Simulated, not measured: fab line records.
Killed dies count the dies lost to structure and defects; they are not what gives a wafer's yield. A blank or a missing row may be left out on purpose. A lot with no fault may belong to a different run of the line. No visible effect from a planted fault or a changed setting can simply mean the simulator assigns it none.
fab line records	flow gf180mcu
record lots=6	wafers=18	last_day=34
route steps=602 shown LVPWELL@56 MVSD@66 PASSIVATION@602
lots that met no fault: from a run of the same line without faults
start_h: start of the lot's first displayed wafer, in hours after the record's first day	wait_h: how many hours have passed since the lot's step before this one	" the same as in the row above	L1.1+2: one row covering several wafers at once	- no value present, or no start provided	* or withheld: withheld	< > ~ a bound
route shown NAME@n: NAME is a module with steps in the file, n the number in the route of the first one	usual: mean/standard deviation taken from wafers without a fault	same: alike in all rows	chamber/n: place in a boat	sites: each site's reading	_std_site: how widely they spread, as a standard deviation	_edge_site: the outer-site mean with the inner-site mean subtracted	radius_mm: how far each site lies from the wafer's centre	mask NAME#n: copy n	behind: the last tool/chamber to shape the wafer	hold: reason for holding the lot/hours on hold/outcome of the hold	device: names the non-switching transistor (n, p or np)	end of line: the same wafers' tests at the end of the route	step lacking rows: just its recipe	killed: the dies lost at the first sort to structure and to defects; this is not the yield of the wafer	map: shows each die of a wafer: x if killed, . if not, _ if none is there
set.NAME: the setting as run; set.NAME@STEP: as run at that earlier step	model.NAME: the simulator's own value behind a step, which no gauge read
lots at selected steps of the route; one table per step, one row per wafer
services: when a tool's chamber went out of use (start_h, in hours from the record's first day, below 0 if earlier), for how many hours, and the reason
## steps
# step GF_LVPWELL_COAT_02
# recipe spin_rpm=2000	resist_thk_nm=3000
# step GF_LVPWELL_SOFTBAKE_03
# recipe temp_c=110	time_s=withheld
# step GF_LVPWELL_EXPOSE_04
# recipe mask_id=LVPWELL	target_cd_nm=600	na=0.6	source_shape=conventional	sigma_outer=0.6	dose_mj=260
# step GF_LVPWELL_PEB_05
# recipe temp_c=115	time_s=withheld
# step GF_LVPWELL_DEVELOP_06
# recipe wall_angle_deg=90	develop_time_s=60	dev_temp_c=23
# step GF_LVPWELL_OVL_MEAS_07
# usual LVPWELL_OVL=-0.4/1.3
lot.wafer	tool	chamber	start_h	wait_h	LVPWELL_OVL[nm]
L424.1	overlay-02	-	69.72	-	1.4
L424.2	"	-	"	"	1.2
L424.6	"	-	"	"	1.3
L431.1	overlay-01	-	110.83	-	-1.1
L431.4	"	-	"	"	-0.4
L431.5	"	-	"	"	-1.5
L435.1	overlay-02	-	132.11	-	0.3
L435.4	"	-	"	"	-0.5
L435.6	"	-	"	"	-1.2
L437.1	overlay-02	-	141.76	-	0.3
L437.4	"	-	"	"	-1.6
L437.5	"	-	"	"	-1.0
L440.1	overlay-01	-	157.17	-	0.8
L440.3	"	-	"	"	1.6
L440.6	"	-	"	"	0.9
L447.4	overlay-02	-	203.84	-	-0.5
L447.5	"	-	"	"	-2.0
L447.6	"	-	"	"	-0.3
# step GF_LVPWELL_IMPLANT_08
# recipe species=B	energy_kev=170	dose_cm2=1.5e+13	tilt_deg=0
# step GF_LVPWELL_IMPLANT_09
# recipe species=B	energy_kev=60	dose_cm2=5e+12	tilt_deg=0
# step GF_LVPWELL_STRIP_10
# recipe chemistry=O2/N2	power_w=1400	pressure_mtorr=1500	platen_temp_c=250	o2_flow_sccm=3000	n2_flow_sccm=300	overash_fraction=0.5
# usual chamber_pressure_mTorr=1500.0/2.2	drypump_motor_current_A=6.0/0.4	heater_power_w=339/36	oes_product_au=0.722/0.0044	strip_time_to_endpoint_s=36.91/0.11
lot.wafer	tool	chamber	start_h	wait_h	chamber_pressure_mTorr	drypump_motor_current_A	heater_power_w	oes_product_au	rf_hours_counter_h	strip_time_to_endpoint_s
L424.1	plasma_asher-04	1	70.06	0.1	1498.6	5.3	286	0.726	28	37.00
L424.2	"	0	"	"	1502.4	6.5	309	0.717	28	37.03
L424.6	"	0	"	"	1500.4	6.4	313	0.714	-	37.06
L431.1	plasma_asher-03	0	111.16	0.1	1499.5	6.3	330	0.720	44	36.79
L431.4	"	1	"	"	1498.9	6.2	378	0.711	-	36.88
L431.5	"	0	"	"	1498.5	6.4	321	0.725	-	36.87
L435.1	plasma_asher-04	1	132.45	0.1	1500.4	5.3	283	0.718	34	36.88
L435.4	"	1	"	"	1498.8	5.3	292	0.727	-	36.80
L435.6	"	1	"	"	1500.7	5.3	291	0.725	-	36.83
L437.1	plasma_asher-01	0	142.10	0.1	1501.5	6.1	352	0.719	50	36.98
L437.4	"	0	"	"	1500.2	6.1	354	0.722	-	36.92
L437.5	"	0	"	"	1503.6	6.1	348	0.722	-	36.97
L440.1	plasma_asher-04	1	157.51	0.1	1501.0	5.2	295	0.725	37	36.86
L440.3	"	1	"	"	1500.6	5.3	282	0.722	-	36.89
L440.6	"	0	"	"	1520.9	6.5	302	0.719	-	36.91
L447.4	plasma_asher-01	1	204.19	0.1	1499.7	5.8	376	0.716	-	36.76
L447.5	"	0	"	"	1501.9	6.1	361	0.728	-	36.86
L447.6	"	1	"	"	1499.5	5.8	384	0.727	-	36.87
# step GF_LVPWELL_TW_MEAS_11
# usual LVPWELL_TW=565.8/2.5
lot.wafer	tool	chamber	start_h	wait_h	LVPWELL_TW
L424.1	film_metro-04	-	70.16	0.1	565.3
L424.2	"	-	"	"	563.7
L424.6	"	-	"	"	565.9
L431.1	film_metro-03	-	111.26	0.1	564.5
L431.4	"	-	"	"	559.8
L431.5	"	-	"	"	564.4
L435.1	film_metro-04	-	132.55	0.1	566.2
L435.4	"	-	"	"	566.3
L435.6	"	-	"	"	566.1
L437.1	film_metro-04	-	142.20	0.1	567.1
L437.4	"	-	"	"	567.4
L437.5	"	-	"	"	569.6
L440.1	film_metro-04	-	157.61	0.1	567.1
L440.3	"	-	"	"	567.9
L440.6	"	-	"	"	567.7
L447.4	film_metro-04	-	204.29	0.1	569.6
L447.5	"	-	"	"	564.6
L447.6	"	-	"	"	566.2
# step GF_MVSD_DEHYDRATE_00
# recipe temp_c=200	time_s=60
# step GF_MVSD_HMDS_01
# recipe prime_time_s=60	prime_temp_c=120
# step GF_MVSD_COAT_02
# recipe spin_rpm=2000	resist_thk_nm=3000
lot.wafer	tool	chamber	start_h	wait_h	model.coat_of_MVSD_COAT_02.thk_nm
L424.1	litho_track-02	0	76.42	0.1	2993
L424.2	"	0	"	"	2998
L424.6	"	0	"	"	3000
L431.1	litho_track-04	0	118.26	0.1	3014
L431.4	"	0	"	"	3009
L431.5	"	0	"	"	2998
L435.1	litho_track-02	0	139.52	0.1	1456
L435.4	"	0	"	"	1462
L435.6	"	0	"	"	1458
L437.1+4	litho_track-02	0	149.12	0.1	1461
L437.5	"	0	"	"	1467
L440.1	litho_track-01	0	165.83	0.1	2988
L440.3	"	0	"	"	2990
L440.6	"	0	"	"	2981
L447.4	litho_track-01	0	213.05	0.1	2989
L447.5	"	0	"	"	2990
L447.6	"	0	"	"	2985
# step GF_MVSD_SOFTBAKE_03
# recipe temp_c=110	time_s=withheld
# step GF_MVSD_EXPOSE_04
# recipe mask_id=MVSD	target_cd_nm=1000	na=0.6	source_shape=conventional	sigma_outer=0.6	dose_mj=260
# step GF_MVSD_PEB_05
# recipe temp_c=115	time_s=withheld
# step GF_MVSD_DEVELOP_06
# recipe wall_angle_deg=90	develop_time_s=60	dev_temp_c=23
lot.wafer	tool	chamber	start_h	wait_h	model.coat_of_MVSD_COAT_02.thk_nm
L424.1	litho_track-01	0	-	-	2991
L424.2	"	0	"	"	2997
L424.6	"	0	"	"	2999
L431.1	litho_track-01	0	-	-	3012
L431.4	"	0	"	"	3008
L431.5	"	0	"	"	2997
L435.1	litho_track-01	0	-	-	1455
L435.4	"	0	"	"	1461
L435.6	"	0	"	"	1457
L437.1	litho_track-02	0	-	-	1460
L437.4	"	0	"	"	1459
L437.5	"	0	"	"	1466
L440.1	litho_track-04	0	-	-	2987
L440.3	"	0	"	"	2989
L440.6	"	0	"	"	2980
L447.4	litho_track-01	0	-	-	2988
L447.5	"	0	"	"	2989
L447.6	"	0	"	"	2984
# step GF_MVSD_OVL_MEAS_07
# usual MVSD_OVL=-0.1/1.8
lot.wafer	tool	chamber	start_h	wait_h	MVSD_OVL[nm]
L424.1	overlay-01	-	83.68	-	3.9
L424.2	"	-	"	"	4.7
L424.6	"	-	"	"	4.0
L431.1	overlay-02	-	125.43	-	-3.0
L431.4	"	-	"	"	-2.6
L431.5	"	-	"	"	-1.9
L435.1	overlay-01	-	147.53	-	0.4
L435.4	"	-	"	"	1.3
L435.6	"	-	"	"	2.4
L437.1	overlay-02	-	156.82	-	-3.1
L437.4	"	-	"	"	-2.5
L437.5	"	-	"	"	-0.9
L440.1	overlay-02	-	173.90	-	-0.7
L440.3	"	-	"	"	-0.2
L440.6	"	-	"	"	-0.2
L447.4	overlay-02	-	221.79	-	-1.4
L447.5	"	-	"	"	-4.3
L447.6	"	-	"	"	-2.9
# step GF_MVSD_IMPLANT_08
# recipe species=P	energy_kev=400	dose_cm2=1.6e+13	tilt_deg=0
# step GF_MVSD_IMPLANT_09
# recipe species=P	energy_kev=100	dose_cm2=5e+12	tilt_deg=0
# step GF_MVSD_STRIP_10
# recipe chemistry=O2/N2	power_w=1400	pressure_mtorr=1500	platen_temp_c=250	o2_flow_sccm=3000	n2_flow_sccm=300	overash_fraction=0.5
# usual chamber_pressure_mTorr=1500.1/1.5	drypump_motor_current_A=6.03/0.2	heater_power_w=356/24	oes_product_au=0.722/0.0046	strip_time_to_endpoint_s=36.92/0.094
lot.wafer	tool	chamber	start_h	wait_h	chamber_pressure_mTorr	drypump_motor_current_A	heater_power_w	oes_product_au	rf_hours_counter_h	strip_time_to_endpoint_s
L424.1	plasma_asher-02	0	84.01	0.1	1499.9	6.07	332	0.726	42	36.85
L424.2	"	1	"	"	1500.1	5.82	334	0.728	42	36.94
L424.6	"	0	"	"	1500.3	6.09	337	0.716	-	36.98
L431.1	plasma_asher-01	1	125.76	0.1	1498.7	5.79	376	0.725	48	37.10
L431.4	"	1	"	"	1500.0	5.79	384	0.727	-	37.05
L431.5	"	0	"	"	1500.2	6.11	342	0.719	-	36.93
L435.1	plasma_asher-02	1	147.86	0.1	1500.9	5.79	324	0.719	3	18.95
L435.4	"	1	"	"	1497.7	5.80	331	0.716	-	19.01
L435.6	"	1	"	"	1497.4	5.78	319	0.720	-	18.93
L437.1	plasma_asher-02	0	157.16	0.1	1501.8	6.11	343	0.716	4	18.99
L437.4	"	0	"	"	1500.0	6.09	337	0.711	-	18.98
L437.5	"	1	"	"	1499.3	5.83	315	0.715	-	19.06
L440.1	plasma_asher-01	0	174.24	0.1	1501.6	6.13	348	0.719	53	36.80
L440.3	"	1	"	"	1498.0	5.76	384	0.718	-	36.85
L440.6	"	1	"	"	1500.6	5.77	380	0.719	-	36.72
L447.4	plasma_asher-03	0	222.14	0.1	1500.3	6.34	318	0.728	-	36.83
L447.5	"	0	"	"	1498.5	6.33	328	0.726	-	36.83
L447.6	"	1	"	"	1497.0	6.23	368	0.718	-	36.76
# step GF_MVSD_TW_MEAS_11
# usual MVSD_TW=1599/7.4
lot.wafer	tool	chamber	start_h	wait_h	MVSD_TW
L424.1	film_metro-04	-	84.11	0.1	1615
L424.2	"	-	"	"	1613
L424.6	"	-	"	"	1609
L431.1	film_metro-03	-	125.86	0.1	1593
L431.4	"	-	"	"	1587
L431.5	"	-	"	"	1576
L435.1	film_metro-03	-	147.96	0.1	1591
L435.4	"	-	"	"	1590
L435.6	"	-	"	"	1590
L437.1	film_metro-03	-	157.26	0.1	1591
L437.4	"	-	"	"	1594
L437.5	"	-	"	"	1593
L440.1	film_metro-04	-	174.34	0.1	1600
L440.3	"	-	"	"	1603
L440.6	"	-	"	"	1594
L447.4	film_metro-04	-	222.25	0.1	1606
L447.5	"	-	"	"	1610
L447.6	"	-	"	"	1601
# step GF_PASSIVATION_PROBE_99
lot.wafer	tool	chamber	start_h	wait_h	model.etest.ldnmos_10p0.r_on_ohm_um	model.etest.ldnmos_10p0.drive_ua_um
L424.1	prober-01	-	677.20	0.1	3689	530.1
L424.2	prober-01	-	677.25	0.1	3718	533.7
L424.6	prober-01	-	677.45	0.2	3706	536.1
L431.1	prober-01	-	728.18	0.1	3757	524.8
L431.4	prober-01	-	728.33	0.2	3689	536
L431.5	prober-01	-	728.38	0.2	3724	528.1
L435.1	prober-01	-	754.28	0.1	3572	559.6
L435.4	prober-01	-	754.43	0.2	3580	565.2
L435.6	prober-01	-	754.53	0.2	3581	558.6
L437.1	prober-01	-	766.91	0.1	3636	541.5
L437.4	prober-01	-	767.06	0.2	3618	547.6
L437.5	prober-01	-	767.11	0.2	3664	543
L440.1	prober-02	-	779.81	0.1	3799	526.4
L440.3	prober-02	-	779.91	0.2	3828	518.4
L440.6	prober-02	-	780.06	0.2	3730	528.8
L447.4	prober-01	-	821.60	0.2	3667	542.9
L447.5	prober-01	-	821.65	0.2	3740	542.3
L447.6	prober-01	-	821.70	0.2	3729	537.7
# killed by level:class
L424.1 V4:geometric_particle:open=7 V3:geometric_particle:open=6 V1:geometric_particle:open=5 V4:geometric_particle:short=5 V5:geometric_particle:open=4 CONTACT:geometric_particle:short=3 STI:geometric_particle:short=2 SAB:geometric_particle:open=2
L424.2 V2:geometric_particle:open=7 STI:geometric_particle:open=6 M1:geometric_particle:short=5 V1:geometric_particle:open=5 V3:geometric_particle:open=5 V4:geometric_particle:open=5 V5:geometric_particle:open=4 CONTACT:geometric_particle:short=3
L424.6 V4:geometric_particle:open=5 V3:geometric_particle:open=5 STI:geometric_particle:open=4 V2:geometric_particle:open=4 V4:geometric_particle:short=4 STI:geometric_particle:short=3 CONTACT:geometric_particle:open=3 V1:geometric_particle:short=3
L431.1 CONTACT:geometric_particle:open=8 V2:geometric_particle:open=7 V5:geometric_particle:open=7 V3:geometric_particle:open=5 V4:geometric_particle:open=5 V1:geometric_particle:open=4 STI:geometric_particle:short=3 STI:geometric_particle:open=3
L431.4 V1:geometric_particle:open=7 STI:geometric_particle:short=5 V3:geometric_particle:open=5 M5:geometric_particle:short=5 CONTACT:geometric_particle:short=4 CONTACT:geometric_particle:open=4 V4:geometric_particle:open=4 V5:geometric_particle:open=4
L431.5 V1:geometric_particle:open=7 M1:geometric_particle:short=5 V2:geometric_particle:open=5 V4:geometric_particle:open=5 V4:geometric_particle:short=4 V1:geometric_particle:short=3 V3:geometric_particle:open=3 V5:geometric_particle:open=3
L440.1 V1:geometric_particle:open=6 V4:geometric_particle:open=6 CONTACT:geometric_particle:open=5 V2:geometric_particle:open=5 V3:geometric_particle:open=4 V1:geometric_particle:short=3 V3:geometric_particle:short=3 V5:geometric_particle:open=3
L440.3 M1:geometric_particle:short=5 V3:geometric_particle:open=5 V2:geometric_particle:open=5 V1:geometric_particle:short=4 V1:geometric_particle:open=4 V4:geometric_particle:short=4 V5:geometric_particle:open=4 SAB:geometric_particle:short=3
L440.6 V2:geometric_particle:open=5 CONTACT:geometric_particle:open=4 V5:geometric_particle:open=4 V1:geometric_particle:open=4 STI:geometric_particle:short=3 STI:geometric_particle:open=3 CONTACT:geometric_particle:short=3 M1:geometric_particle:open=3
L447.4 CONTACT:geometric_particle:open=8 V1:geometric_particle:open=4 V1:geometric_particle:short=3 V4:geometric_particle:open=3 V5:geometric_particle:open=3 V5:geometric_particle:short=3 STI:geometric_particle:open=2 CONTACT:geometric_particle:short=2
L447.5 M2:geometric_particle:short=4 V2:geometric_particle:open=4 CONTACT:geometric_particle:short=3 M5:geometric_particle:short=3 STI:geometric_particle:open=2 V1:geometric_particle:open=2 SALICIDE:geometric_particle:open=2 CONTACT:geometric_particle:open=2
L447.6 V2:geometric_particle:open=5 STI:geometric_particle:short=3 V4:geometric_particle:open=3 SALICIDE:geometric_particle:open=2 M2:geometric_particle:short=2 M5:geometric_particle:short=2 STI:geometric_particle:open=1 POLY_GATE:geometric_particle:short=1
## services
tool	chamber	start_h	hours	kind
plasma_asher-02	-	53.86	2.0	repair
plasma_asher-03	-	64.76	1.3	repair
plasma_asher-02	-	76.49	0.4	repair
plasma_asher-02	-	90.60	2.8	repair
plasma_asher-02	-	108.75	9.0	pm
plasma_asher-02	0	108.75	9.0	vent_cycle
plasma_asher-02	1	108.75	9.0	vent_cycle
plasma_asher-04	-	110.64	5.7	repair
plasma_asher-02	0	117.75	-	clean
plasma_asher-02	1	117.75	-	clean
plasma_asher-03	-	154.53	3.4	repair
## key
first_sign step=GF_MVSD_STRIP_10	reading=strip_time_to_endpoint_s	direction=down	sigmas=99+	usual=*	struck=*
effect none on later readings
model_effect step=GF_MVSD_COAT_02	value=coat_of_MVSD_COAT_02.thk_nm	without=3003	struck=1461
model_effect step=GF_MVSD_DEVELOP_06	value=coat_of_MVSD_COAT_02.thk_nm	without=3002	struck=1460
model_effect step=GF_PASSIVATION_PROBE_99	value=etest.ldnmos_10p0.r_on_ohm_um	without=3706	struck=3608
met_at GF_MVSD_COAT_02
struck_wafers L435.1,L435.4,L435.6,L437.1,L437.4,L437.5
sort_left_out L435.1,L435.4,L435.6,L437.1,L437.4,L437.5
tester_left_out L435,L437
onset_between 76.42 139.52
also_fits GF_MVSD_STRIP_10:plasma_asher-02
fault kind=process_parameter_drift	tool=litho_track-02	chamber=-	onset_h=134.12	steps=GF_MVSD_COAT_02	channel=resist_thk_nm	offset=*	shape=step	end_h=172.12	acts_in=*	stated=*
# tester_left_out: of these lots the tester's yield and bins aren't shown, on N5 and GAA mostly nor the transistor test; their killed dies are dies lost to structure and defects alone, not to doping, threshold or leakage, so they don't give the yield
# sort_left_out: the simulated sort isn't trusted on such a fault, so these wafers' sort isn't shown, and their yield isn't known
